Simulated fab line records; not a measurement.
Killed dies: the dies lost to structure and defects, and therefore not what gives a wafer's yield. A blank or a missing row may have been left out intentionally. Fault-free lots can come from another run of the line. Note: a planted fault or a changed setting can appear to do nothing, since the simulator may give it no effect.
fab line records	flow gf180mcu
record: lots: 6	wafers: 18	last_day: 33
route steps=602 shown MVSD@75 MVPSD@78 VT_IMPLANT@91
lots that met no fault: taken from a fault-free run of the same line
start_h: the number of hours between the record's first day and the start of the first shown wafer of the lot	wait_h: time in hours since the lot's previous step	" identical to the entry in the row above	L1.1+2: a row that stands for several wafers	- value missing, or start not given	* or withheld: withheld	< > ~ a bound
route shown NAME@n: names a module that has steps shown in the file, with the first one's number in the route	usual: average and standard deviation across the fault-free wafers	same: alike in all rows	chamber/n: place in a boat	sites: per-site readings	_std_site: how widely they spread, as a standard deviation	_edge_site: inner sites' mean taken away from outer sites' mean	radius_mm: how far each site lies from the wafer's centre	mask NAME#n: copy n	behind: the last tool/chamber to shape the wafer	hold: why the lot went on hold/how many hours it stayed there/how the hold came to an end	device: names the non-switching transistor (n, p or np)	end of line: at the end of the route, the tests of the same wafers	a step given without rows: its recipe and nothing more	killed: dies that structure and defects cost at the first sort, which is not the same as the wafer's yield	map: the dies of a wafer, with x for killed, . for not killed, _ for no die there
set.NAME: the run value of the setting; set.NAME@STEP: its run value at that earlier step	model.NAME: the simulator's own value behind a step, which no gauge read
lots at selected steps of the route; one table per step, one row per wafer
services: when a tool's chamber went out of use (start_h, in hours from the record's first day, below 0 if earlier), for how many hours, and the reason
== steps ==
step: GF_MVSD_IMPLANT_09
recipe: species: P	energy_kev: 100	dose_cm2: 5e+12	tilt_deg: 0
step: GF_MVSD_STRIP_10
recipe: chemistry: O2/N2	power_w: 1400	pressure_mtorr: 1500	platen_temp_c: 250	o2_flow_sccm: 3096	n2_flow_sccm: 300	overash_fraction: 0.5
usual: drypump_motor_current_A: 5.5/0.53	heater_power_w: 339/20	oes_product_au: 0.723/0.0046	strip_time_to_endpoint_s: 36.86/0.11
lot.wafer	tool	chamber	start_h	wait_h	drypump_motor_current_A	heater_power_w	oes_product_au	rf_hours_counter_h	strip_time_to_endpoint_s
L209.2	plasma_asher-01	0	83.37	0.1	4.7	370	0.728	30	36.88
L209.4	"	0	"	"	4.7	372	0.717	-	36.88
L209.6	"	0	"	"	4.7	362	0.717	-	36.88
L211.2	plasma_asher-01	0	94.02	0.1	4.7	366	0.727	31	36.76
L211.5	"	0	"	"	4.7	366	0.726	-	36.71
L211.6	"	1	"	"	6.0	326	0.723	-	36.76
L217.1	plasma_asher-04	0	126.64	0.1	5.3	314	0.722	42	36.85
L217.2	"	1	"	"	6.1	341	0.718	42	36.84
L217.5	"	1	"	"	6.1	336	0.718	-	36.87
L218.1	plasma_asher-04	1	136.47	0.1	6.1	335	0.719	43	37.12
L218.4	"	0	"	"	5.3	314	0.722	-	37.15
L218.6	"	0	"	"	5.3	321	0.727	-	37.18
L223.2	plasma_asher-01	1	166.59	0.1	6.0	325	0.738	38	36.57
L223.3	"	1	"	"	6.0	332	0.721	-	36.67
L223.4	"	0	"	"	4.7	364	0.727	-	36.70
L228.1	plasma_asher-04	0	191.42	0.1	5.3	316	0.716	48	36.86
L228.2	"	1	"	"	6.1	329	0.724	48	36.83
L228.5	"	0	"	"	5.3	322	0.726	-	36.81
step: GF_MVSD_TW_MEAS_11
usual: MVSD_TW: 1592/7.4
lot.wafer	tool	chamber	start_h	wait_h	MVSD_TW
L209.2	film_metro-03	-	83.53	0.1	1597
L209.4	"	-	"	"	1593
L209.6	"	-	"	"	1595
L211.2	film_metro-01	-	94.13	0.1	1598
L211.5	"	-	"	"	1600
L211.6	"	-	"	"	1600
L217.1	film_metro-01	-	126.74	0.1	1596
L217.2	"	-	"	"	1602
L217.5	"	-	"	"	1608
L218.1	film_metro-01	-	136.57	0.1	1582
L218.4	"	-	"	"	1592
L218.6	"	-	"	"	1599
L223.2	film_metro-03	-	166.70	0.1	1589
L223.3	"	-	"	"	1595
L223.4	"	-	"	"	1603
L228.1	film_metro-01	-	191.52	0.1	1592
L228.2	"	-	"	"	1592
L228.5	"	-	"	"	1596
step: GF_MVPSD_DEHYDRATE_00
recipe: temp_c: 200	time_s: 60
step: GF_MVPSD_HMDS_01
recipe: prime_time_s: 60	prime_temp_c: 120
step: GF_MVPSD_COAT_02
recipe: spin_rpm: 2000	resist_thk_nm: 3000
step: GF_MVPSD_SOFTBAKE_03
recipe: temp_c: 110	time_s: withheld
step: GF_MVPSD_EXPOSE_04
recipe: mask_id: MVPSD	target_cd_nm: 1000	na: 0.6	source_shape: conventional	sigma_outer: 0.6	dose_mj: 260
step: GF_MVPSD_PEB_05
recipe: temp_c: 115	time_s: withheld
step: GF_MVPSD_DEVELOP_06
recipe: wall_angle_deg: 90	develop_time_s: 60	dev_temp_c: 23
step: GF_MVPSD_OVL_MEAS_07
usual: MVPSD_OVL: 0.4/1.4
lot.wafer	tool	chamber	start_h	wait_h	MVPSD_OVL[nm]
L209.2	overlay-02	-	96.25	-	0.6
L209.4	"	-	"	"	0.8
L209.6	"	-	"	"	0.5
L211.2	overlay-01	-	107.69	-	0.8
L211.5	"	-	"	"	1.6
L211.6	"	-	"	"	-0.3
L217.1	overlay-02	-	141.96	-	0.0
L217.2	"	-	"	"	0.7
L217.5	"	-	"	"	2.2
L218.1	overlay-01	-	151.54	-	-0.2
L218.4	"	-	"	"	-0.8
L218.6	"	-	"	"	-1.8
L223.2	overlay-02	-	182.91	-	-1.7
L223.3	"	-	"	"	-0.8
L223.4	"	-	"	"	0.6
L228.1	overlay-01	-	209.08	-	-3.5
L228.2	"	-	"	"	-3.6
L228.5	"	-	"	"	-3.4
step: GF_MVPSD_IMPLANT_08
recipe: species: B	energy_kev: 170	dose_cm2: 1.5e+13	tilt_deg: 0
step: GF_MVPSD_IMPLANT_09
recipe: species: B	energy_kev: 40	dose_cm2: 5e+12	tilt_deg: 0
usual: beam_energy_keV: 40.000/0.012	beam_on_s: 10.00/0.2	implant_ion_amu: 11/0
lot.wafer	tool	chamber	start_h	wait_h	beam_energy_keV	beam_on_s	implant_ion_amu
L209.2	implanter-01	0	96.45	0.1	39.977	10.09	11
L209.4	"	0	"	"	39.997	9.96	11
L209.6	"	0	"	"	39.993	9.71	11
L211.2	implanter-02	0	107.89	0.1	39.988	10.30	11
L211.5	"	0	"	"	40.013	9.93	11
L211.6	"	0	"	"	39.987	9.64	11
L217.1	implanter-01	-	142.14	0.1	-	-	-
L217.2	"	-	"	"	-	-	-
L217.5	"	-	"	"	-	-	-
L218.1	implanter-02	-	151.73	0.1	-	-	-
L218.4	"	-	"	"	-	-	-
L218.6	"	-	"	"	-	-	-
L223.2	implanter-04	0	183.12	0.1	40.017	9.80	11
L223.3	"	0	"	"	40.014	10.16	11
L223.4	"	0	"	"	40.008	9.65	11
L228.1	implanter-01	0	209.27	0.1	39.999	10.15	11
L228.2	"	0	"	"	39.993	10.05	11
L228.5	"	0	"	"	39.994	10.01	11
step: GF_MVPSD_STRIP_10
recipe: chemistry: O2/N2	power_w: 1400	pressure_mtorr: 1500	platen_temp_c: 250	o2_flow_sccm: 3000	n2_flow_sccm: 300	overash_fraction: 0.5
usual: drypump_motor_current_A: 5.7/0.39	heater_power_w: 330/23	oes_product_au: 0.722/0.0045	strip_time_to_endpoint_s: 36.96/0.1
lot.wafer	tool	chamber	start_h	wait_h	drypump_motor_current_A	heater_power_w	oes_product_au	rf_hours_counter_h	strip_time_to_endpoint_s
L209.2	plasma_asher-03	0	96.58	0.1	5.5	283	0.724	51	36.92
L209.4	"	1	"	"	6.4	341	0.720	-	37.00
L209.6	"	0	"	"	5.5	293	0.725	-	37.02
L211.2	plasma_asher-03	1	108.02	0.1	6.4	341	0.722	52	36.86
L211.5	"	0	"	"	5.6	279	0.726	-	37.04
L211.6	"	1	"	"	6.4	334	0.719	-	36.91
L217.1	plasma_asher-02	0	142.29	0.1	5.3	340	0.723	3	37.07
L217.2	"	1	"	"	5.7	358	0.731	3	37.01
L217.5	"	0	"	"	5.3	344	0.727	-	37.14
L218.1	plasma_asher-04	0	151.88	0.1	5.3	320	0.722	44	37.04
L218.4	"	0	"	"	5.3	324	0.721	-	36.93
L218.6	"	1	"	"	6.1	342	0.720	-	36.94
L223.2	plasma_asher-03	0	183.24	0.1	5.6	280	0.728	60	37.00
L223.3	"	0	"	"	5.6	288	0.721	-	36.89
L223.4	"	1	"	"	6.4	338	0.717	-	36.92
L228.1	plasma_asher-02	0	209.42	0.1	5.3	344	0.718	10	37.21
L228.2	"	1	"	"	5.7	361	0.716	10	37.18
L228.5	"	0	"	"	5.4	342	0.722	-	37.15
step: GF_MVPSD_TW_MEAS_11
usual: MVPSD_TW: 557.2/2.8
lot.wafer	tool	chamber	start_h	wait_h	hold	MVPSD_TW
L209.2	film_metro-03	-	96.69	0.1	-	554.1
L209.4	"	-	"	"	-	558.2
L209.6	"	-	"	"	-	553.2
L211.2	film_metro-03	-	108.13	0.1	-	556.9
L211.5	"	-	"	"	-	557.5
L211.6	"	-	"	"	-	556.0
L217.1	film_metro-04	-	142.39	0.1	await_dispo/0.2h/release	524.5
L217.2	"	-	"	"	await_dispo/0.2h/release	523.9
L217.5	"	-	"	"	await_dispo/0.2h/release	523.8
L217.1	film_metro-04	-	142.62	0.2	-	526.5
L217.2	"	-	"	"	-	526.8
L217.5	"	-	"	"	-	525.9
L218.1	film_metro-04	-	151.98	0.1	await_dispo/0.2h/release	519.3
L218.4	"	-	"	"	await_dispo/0.2h/release	524.6
L218.6	"	-	"	"	await_dispo/0.2h/release	522.8
L218.1	film_metro-04	-	152.20	0.2	-	524.5
L218.4	"	-	"	"	-	523.9
L218.6	"	-	"	"	-	525.0
L223.2	film_metro-04	-	183.35	0.1	-	553.8
L223.3	"	-	"	"	-	554.7
L223.4	"	-	"	"	-	554.7
L228.1	film_metro-04	-	209.52	0.1	-	557.7
L228.2	"	-	"	"	-	563.5
L228.5	"	-	"	"	-	558.4
step: GF_VT_IMPLANT_HMDS_01
recipe: prime_time_s: 60	prime_temp_c: 120
step: GF_VT_IMPLANT_COAT_02
recipe: resist: NOVOLAK	spin_rpm: 3000	resist_thk_nm: 1000
step: GF_VT_IMPLANT_SOFTBAKE_03
recipe: temp_c: 90	time_s: 60	resist: NOVOLAK
step: GF_VT_IMPLANT_EXPOSE_04
recipe: mask_id: LVPWELL_LV_AREA	target_cd_nm: 600	na: 0.6	source_shape: conventional	sigma_outer: 0.6	dose_mj: 140
step: GF_VT_IMPLANT_PEB_05
recipe: temp_c: withheld	time_s: *	resist: NOVOLAK
step: GF_VT_IMPLANT_DEVELOP_06
recipe: develop_time_s: 60	dev_temp_c: 23
step: GF_VT_IMPLANT_OVL_MEAS_07
usual: VT_IMPLANT_OVL: 0.4/1.4
lot.wafer	tool	chamber	start_h	wait_h	VT_IMPLANT_OVL[nm]
L209.2	overlay-02	-	109.90	0.1	2.3
L209.4	"	-	"	"	-0.1
L209.6	"	-	"	"	0.6
L211.2	overlay-01	-	122.15	0.1	-1.3
L211.5	"	-	"	"	-0.6
L211.6	"	-	"	"	0.3
L217.1	overlay-01	-	156.84	0.1	1.3
L217.2	"	-	"	"	0.3
L217.5	"	-	"	"	0.6
L218.1	overlay-01	-	167.49	0.1	0.6
L218.4	"	-	"	"	0.8
L218.6	"	-	"	"	1.9
L223.2	overlay-01	-	200.01	0.1	-2.0
L223.3	"	-	"	"	-0.5
L223.4	"	-	"	"	-2.3
L228.1	overlay-01	-	226.69	0.1	-2.7
L228.2	"	-	"	"	-3.3
L228.5	"	-	"	"	-1.5
step: GF_VT_IMPLANT_IMPLANT_08
recipe: species: BF2	energy_kev: 20	dose_cm2: 8.29e+12	tilt_deg: 7
step: GF_VT_IMPLANT_STRIP_09
recipe: chemistry: O2/N2	power_w: 1400	pressure_mtorr: 1500	platen_temp_c: 250	o2_flow_sccm: 3000	n2_flow_sccm: 300	overash_fraction: 0.5
usual: drypump_motor_current_A: 5.7/0.54	heater_power_w: 331/28	oes_product_au: 0.716/0.0041	strip_time_to_endpoint_s: 12.63/0.039
lot.wafer	tool	chamber	start_h	wait_h	drypump_motor_current_A	heater_power_w	oes_product_au	rf_hours_counter_h	strip_time_to_endpoint_s
L209.2	plasma_asher-03	1	110.08	0.1	6.4	345	0.716	52	12.62
L209.4	"	1	"	"	6.4	348	0.716	-	12.64
L209.6	"	0	"	"	5.5	290	0.715	-	12.67
L211.2	plasma_asher-01	0	122.33	0.1	4.7	375	0.714	33	12.58
L211.5	"	1	"	"	6.0	327	0.712	-	12.57
L211.6	"	0	"	"	4.8	364	0.715	-	12.61
L217.1	plasma_asher-03	0	157.03	0.1	5.6	284	0.717	58	12.64
L217.2	"	1	"	"	6.4	338	0.719	58	12.61
L217.5	"	1	"	"	6.3	344	0.719	-	12.62
L218.1	plasma_asher-01	0	167.68	0.1	4.7	367	0.717	38	12.67
L218.4	"	0	"	"	4.7	367	0.718	-	12.62
L218.6	"	0	"	"	4.7	362	0.719	-	12.63
L223.2	plasma_asher-03	0	200.19	0.1	5.5	289	0.711	62	12.69
L223.3	"	0	"	"	5.5	280	0.721	-	12.71
L223.4	"	1	"	"	6.3	341	0.721	-	12.70
L228.1	plasma_asher-03	0	226.87	0.1	5.5	287	0.711	65	12.58
L228.2	"	1	"	"	6.4	338	0.717	65	12.60
L228.5	"	1	"	"	6.3	344	0.712	-	12.61
step: GF_VT_IMPLANT_TW_MEAS_10
usual: VT_IMPLANT_TW: 565.7/2.9
lot.wafer	tool	chamber	start_h	wait_h	VT_IMPLANT_TW
L209.2	film_metro-02	-	110.19	0.1	564.0
L209.4	"	-	"	"	562.6
L209.6	"	-	"	"	563.6
L211.2	film_metro-02	-	122.44	0.1	563.2
L211.5	"	-	"	"	563.1
L211.6	"	-	"	"	561.3
L217.1	film_metro-04	-	157.13	0.1	564.3
L217.2	"	-	"	"	564.3
L217.5	"	-	"	"	564.9
L218.1	film_metro-03	-	167.78	0.1	573.3
L218.4	"	-	"	"	572.3
L218.6	"	-	"	"	568.6
L223.2	film_metro-03	-	200.30	0.1	568.4
L223.3	"	-	"	"	569.4
L223.4	"	-	"	"	570.3
L228.1	film_metro-02	-	226.97	0.1	567.5
L228.2	"	-	"	"	567.3
L228.5	"	-	"	"	566.0
step: GF_VT_IMPLANT_DEHYDRATE_11
recipe: temp_c: 200	time_s: 60
step: GF_VT_IMPLANT_HMDS_12
recipe: prime_time_s: 60	prime_temp_c: 120
step: GF_VT_IMPLANT_COAT_13
recipe: resist: NOVOLAK	spin_rpm: 3000	resist_thk_nm: 993.2
step: GF_VT_IMPLANT_SOFTBAKE_14
recipe: temp_c: 90	time_s: 60	resist: NOVOLAK
step: GF_VT_IMPLANT_EXPOSE_15
recipe: mask_id: Nwell_LV_AREA	target_cd_nm: 860	na: 0.6	source_shape: conventional	sigma_outer: 0.6	dose_mj: 140
step: GF_VT_IMPLANT_PEB_16
recipe: temp_c: withheld	time_s: *	resist: NOVOLAK
step: GF_VT_IMPLANT_DEVELOP_17
recipe: develop_time_s: 60	dev_temp_c: 23
step: GF_VT_IMPLANT_OVL_MEAS_18
usual: VT_IMPLANT_01_OVL: 0.7/1.6
lot.wafer	tool	chamber	start_h	wait_h	VT_IMPLANT_01_OVL[nm]
L209.2	overlay-01	-	124.65	0.1	1.2
L209.4	"	-	"	"	-0.3
L209.6	"	-	"	"	0.1
L211.2	overlay-01	-	136.55	0.1	0.8
L211.5	"	-	"	"	1.5
L211.6	"	-	"	"	0.8
L217.1	overlay-02	-	172.96	0.1	-1.8
L217.2	"	-	"	"	-1.6
L217.5	"	-	"	"	-2.5
L218.1	overlay-01	-	183.81	0.1	0.7
L218.4	"	-	"	"	0.8
L218.6	"	-	"	"	0.3
L223.2	overlay-02	-	217.44	0.1	3.4
L223.3	"	-	"	"	3.6
L223.4	"	-	"	"	2.9
L228.1	overlay-01	-	245.69	0.1	1.0
L228.2	"	-	"	"	1.5
L228.5	"	-	"	"	0.1
step: GF_VT_IMPLANT_IMPLANT_19
recipe: species: As	energy_kev: 100	dose_cm2: 4.35e+12	tilt_deg: 7
step: GF_VT_IMPLANT_STRIP_20
recipe: chemistry: O2/N2	power_w: 1400	pressure_mtorr: 1500	platen_temp_c: 250	o2_flow_sccm: 3000	n2_flow_sccm: 300	overash_fraction: 0.5
usual: drypump_motor_current_A: 5.6/0.58	heater_power_w: 335/27	oes_product_au: 0.716/0.0041	strip_time_to_endpoint_s: 12.57/0.033
lot.wafer	tool	chamber	start_h	wait_h	drypump_motor_current_A	heater_power_w	oes_product_au	rf_hours_counter_h	strip_time_to_endpoint_s
L209.2	plasma_asher-01	1	124.83	0.1	6.0	328	0.708	34	12.53
L209.4	"	0	"	"	4.7	366	0.719	-	12.54
L209.6	"	0	"	"	4.7	356	0.719	-	12.53
L211.2	plasma_asher-03	0	136.73	0.1	5.5	286	0.714	56	12.55
L211.5	"	0	"	"	5.5	285	0.716	-	12.59
L211.6	"	1	"	"	6.3	337	0.718	-	12.55
L217.1	plasma_asher-01	1	173.14	0.1	6.0	333	0.722	39	12.58
L217.2	"	0	"	"	4.7	369	0.720	39	12.61
L217.5	"	0	"	"	4.7	352	0.724	-	12.57
L218.1	plasma_asher-01	1	183.99	0.1	6.0	325	0.713	40	12.56
L218.4	"	1	"	"	6.0	317	0.718	-	12.58
L218.6	"	0	"	"	4.8	363	0.714	-	12.55
L223.2	plasma_asher-01	1	217.62	0.1	6.0	318	0.717	43	12.58
L223.3	"	1	"	"	6.0	317	0.713	-	12.63
L223.4	"	0	"	"	4.7	366	0.717	-	12.61
L228.1	plasma_asher-03	1	245.87	0.1	6.4	341	0.724	67	12.56
L228.2	"	0	"	"	5.6	288	0.721	67	12.57
L228.5	"	0	"	"	5.6	291	0.722	-	12.58
step: GF_VT_IMPLANT_TW_MEAS_21
usual: VT_IMPLANT_2_TW: 1221/7.8
lot.wafer	tool	chamber	start_h	wait_h	VT_IMPLANT_2_TW
L209.2	film_metro-04	-	124.94	0.1	1207
L209.4	"	-	"	"	1219
L209.6	"	-	"	"	1221
L211.2	film_metro-04	-	136.84	0.1	1221
L211.5	"	-	"	"	1217
L211.6	"	-	"	"	1215
L217.1	film_metro-04	-	173.24	0.1	1221
L217.2	"	-	"	"	1219
L217.5	"	-	"	"	1212
L218.1	film_metro-02	-	184.09	0.1	1202
L218.4	"	-	"	"	1199
L218.6	"	-	"	"	1208
L223.2	film_metro-03	-	217.73	0.1	1214
L223.3	"	-	"	"	1218
L223.4	"	-	"	"	1222
L228.1	film_metro-04	-	245.97	0.1	1221
L228.2	"	-	"	"	1222
L228.5	"	-	"	"	1226
step: GF_VT_IMPLANT_DEHYDRATE_22
recipe: temp_c: 200	time_s: 60
step: GF_VT_IMPLANT_HMDS_23
recipe: prime_time_s: 60	prime_temp_c: 120
step: GF_VT_IMPLANT_COAT_24
recipe: resist: NOVOLAK	spin_rpm: 3000	resist_thk_nm: 1000
step: GF_VT_IMPLANT_SOFTBAKE_25
recipe: temp_c: 90	time_s: 60	resist: NOVOLAK
step: GF_VT_IMPLANT_EXPOSE_26
recipe: mask_id: LVPWELL_HV_AREA	target_cd_nm: 860	na: 0.6	source_shape: conventional	sigma_outer: 0.6	dose_mj: 140
step: GF_VT_IMPLANT_RS_MEAS_49
recipe: thk_meas_gauge: four-point-probe
usual: MVPSD_RS: 1169.2/2.5
lot.wafer	tool	chamber	start_h	wait_h	hold	MVPSD_RS[ohm/sq]
L209.2	film_metro-01	-	155.73	0.1	-	1170.0
L209.4	"	-	"	"	-	1167.8
L209.6	"	-	"	"	-	1170.7
L211.2	film_metro-04	-	169.02	0.1	-	1170.6
L211.5	"	-	"	"	-	1168.8
L211.6	"	-	"	"	-	1171.4
L217.1	film_metro-01	-	206.37	0.1	await_dispo/0.2h/release	1538.9
L217.2	"	-	"	"	await_dispo/0.2h/release	1538.7
L217.5	"	-	"	"	await_dispo/0.2h/release	1539.8
L217.1	film_metro-01	-	206.66	0.3	-	1540.7
L217.2	"	-	"	"	-	1542.7
L217.5	"	-	"	"	-	1540.8
L218.1	film_metro-01	-	219.25	0.1	await_dispo/0.2h/release	1538.9
L218.4	"	-	"	"	await_dispo/0.2h/release	1534.3
L218.6	"	-	"	"	await_dispo/0.2h/release	1536.0
L218.1	film_metro-01	-	219.54	0.3	-	1539.1
L218.4	"	-	"	"	-	1532.6
L218.6	"	-	"	"	-	1531.3
L223.2	film_metro-03	-	253.37	0.1	-	1164.3
L223.3	"	-	"	"	-	1166.1
L223.4	"	-	"	"	-	1165.1
L228.1	film_metro-04	-	285.05	0.1	-	1170.0
L228.2	"	-	"	"	-	1172.4
L228.5	"	-	"	"	-	1167.7
== services ==
tool	chamber	start_h	hours	kind
implanter-02	-	59.76	2.4	repair
implanter-04	-	93.25	5.4	pm
plasma_asher-01	-	96.86	2.9	repair
plasma_asher-02	-	108.75	9.0	pm
plasma_asher-02	0	108.75	9.0	vent_cycle
plasma_asher-02	1	108.75	9.0	vent_cycle
plasma_asher-02	0	117.75	-	clean
plasma_asher-02	1	117.75	-	clean
implanter-04	-	136.06	1.4	repair
implanter-01	-	139.27	2.2	repair
implanter-02	-	170.59	11.1	pm
implanter-01	-	206.55	0.7	repair
implanter-01	-	240.17	3.3	repair
implanter-01	-	245.58	3.6	repair
== key ==
first_sign: step: GF_MVPSD_IMPLANT_09	reading: tool_record	direction: missing
effect: step: GF_MVPSD_TW_MEAS_11	reading: visit	direction: added
effect: step: GF_MVPSD_TW_MEAS_11	reading: MVPSD_TW	direction: down	sigmas: 12	usual: 557.2	struck: 523.1
effect: step: GF_VT_IMPLANT_RS_MEAS_49	reading: MVPSD_RS	direction: up	sigmas: 99+	usual: 1169.2	struck: 1537.7
met_at GF_MVPSD_IMPLANT_09
struck_wafers L217.1,L217.2,L217.5,L218.1,L218.4,L218.6
later_rows_left_out L217.1,L217.2,L217.5,L218.1,L218.4,L218.6
sort_left_out L217.1,L217.2,L217.5,L218.1,L218.4,L218.6
tester_left_out L217,L218
onset_between 107.89 142.14
fault: kind: skipped_step_whole	tool: implanter-01,implanter-02	chamber: -	onset_h: 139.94	steps: GF_MVPSD_IMPLANT_09	scope: struck_lots_only
tester_left_out: of these lots the tester's yield and bins aren't shown, on N5 and GAA mostly nor the transistor test; their killed dies are dies lost to structure and defects alone, not to doping, threshold or leakage, so they don't give the yield
sort_left_out: the simulated sort isn't trusted on such a fault, so these wafers' sort isn't shown, and their yield isn't known
later_rows_left_out: the simulator's readings of these wafers behind a module that went badly wrong aren't trusted and aren't shown, but for the sort
